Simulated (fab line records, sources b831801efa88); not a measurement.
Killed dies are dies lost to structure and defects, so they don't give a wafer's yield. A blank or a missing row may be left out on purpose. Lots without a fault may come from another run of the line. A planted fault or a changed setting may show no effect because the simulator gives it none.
Which tool did it? | flow sky130 | 6 lots, 18 wafers sampled, at 1 step of a route of 708

WHAT THE GAUGES READ, wafer by wafer
SKY_SD_P_TW_MEAS_11.
lot  | measured     | on            | SD_P_TW
L953 | day 26 22:34 | film_metro-04 | 2823 2846 2835
L956 | day 28 06:50 | film_metro-01 | 2845 2840 2839
L958 | day 28 19:01 | film_metro-01 | 2852 2851 2854
L964 | day 30 09:59 | film_metro-01 | 2857 2849 2844
L967 | day 31 15:18 | film_metro-02 | 2844 2836 2842
L972 | day 33 09:10 | film_metro-04 | 2843 2860 2873

WHICH TOOL RAN EACH LOT (tool, then ch and the chambers of the sampled wafers, then the start)
The record holds no process step before these readings.

THE ANSWER, worked out from the rows above alone
Rule: what is usual is taken from the lots themselves. Put in order of their means at a reading, lots are off if they are a third of the lots or fewer, leave a main group of 4 or more, and stand apart from it by a gap of 3 or more times the standard deviation of the main group's means; of several such gaps the widest counts. A main group whose means are all the same, to the digits that the tables above print for the reading, isn't used. A lot without any number at a reading at which 4 lots or more have one is off too. The other lots that the step has rows for count as sound.
No lot is off at any reading shown: from this, nothing can be told.

WHAT THE SIMULATOR HAD PUT IN
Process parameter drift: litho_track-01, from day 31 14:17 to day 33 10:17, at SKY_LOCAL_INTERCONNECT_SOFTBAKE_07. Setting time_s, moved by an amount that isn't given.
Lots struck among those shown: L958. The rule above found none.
